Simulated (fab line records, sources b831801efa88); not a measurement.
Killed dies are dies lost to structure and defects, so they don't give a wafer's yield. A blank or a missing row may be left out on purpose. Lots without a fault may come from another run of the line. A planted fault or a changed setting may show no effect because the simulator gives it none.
Problem report in the 8D (eight disciplines) form, filled by code | flow gf180mcu | the parts of the form that need people (team, actions taken, sign-off) are left out

1. THE PROBLEM
V1_W_RS at GF_V1_RS_MEAS_24 reads a mean of 0.7389 ohm/sq on 3 wafers of 2 lots; wafers without a fault read 0.3269 ohm/sq with a standard deviation of 0.0027. That is +99 or more standard deviations from the usual mean.
The step: measures by four-point-probe.
First seen on wafer L457.3, day 21 05:39, on film_metro-01. The record holds 33 wafers of 11 lots with a number at this step. Rule for "out", or "out of limits": more than 4 standard deviations from the usual mean. The other wafers with a number count as sound.

2. WHAT IT IS AND WHAT IT IS NOT
question                    | is                           | is not
which readings at this step | V1_W_RS                      | -
which lots                  | L457, L460                   | L449, L450, L451, L454, L456, L468, L469, L470, L471
which wafers of those lots  | L457.3, L457.5, L460.3       | L457.6, L460.2, L460.4
read on which gauges        | film_metro-01, film_metro-02 | film_metro-03
when                        | from day 21 05:39            | up to then (16 sound wafers); but 14 sound wafers of L460, L468, L469, L470, L471 came after

3. SUSPECTS, AND WHAT RULES EACH OUT
Counting: a tool at a process step up to the reading stays a suspect if it ran every lot that is out. Sound lots after the first of them don't rule it out here, since some wafers of a struck lot are sound.
- the gauge at GF_V1_RS_MEAS_24: ruled out. The wafers that are out were read on 2 gauges (film_metro-01, film_metro-02).
- cvd_w-02 at GF_V1_CVD_23 (deposits W, target thk 350 nm, time 105.05 s): kept. It ran every lot that is out, first L457 (day 21 05:32); its last sound lot up to then is L456 (day 21 01:42).
Left after counting: cvd_w-02 at GF_V1_CVD_23.

4. THE CAUSE (what the simulator had put in)
Process parameter drift: cvd_w-02, from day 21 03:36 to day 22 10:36, at GF_V1_CVD_23. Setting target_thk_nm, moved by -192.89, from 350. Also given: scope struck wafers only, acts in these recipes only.
Counting left only this tool.

5. THE CHAIN OF EFFECTS, in route order
Each row: a reading whose mean over the struck wafers that have a number lies more than 3 standard deviations from the usual. Only readings for which the record gives a usual standard deviation are gone through. hours: the time from each lot's start at the first step in this table that gives one to its start at this step, as a median over the lots. sigmas: the change in usual standard deviations.
hours | step              | reading            | usual         | on struck wafers | change  | sigmas
0     | GF_V1_RS_MEAS_24  | V1_W_RS            | 0.3269 ohm/sq | 0.7389           | +0.4120 | +99 or more
0     | GF_V1_THK_MEAS_25 | V1_W_THK           | 355 nm        | 158              | -197    | -46
0     | GF_V1_CMP_26      | time_to_endpoint_s | 86 s          | 39               | -47     | -15
The process steps in it:
- GF_V1_CMP_26: polishes, stops on SiO2, t overpolish 15 s, target thk 0 nm.

6. WHAT WOULD HAVE CAUGHT IT SOONER
In this record the first reading out of limits at a measuring or inspecting step was taken at day 21 05:39, 2 hours after the fault began at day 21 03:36.
Of the tool readings at GF_V1_CVD_23 for which the record gives a usual standard deviation, none was out on any struck wafer, so an alarm limit of 4 standard deviations on them would not have fired.
Of the lots that are out (2), L460 began GF_V1_CVD_23 on cvd_w-02 after day 21 05:39. A hold on the tool at that time would have spared it.
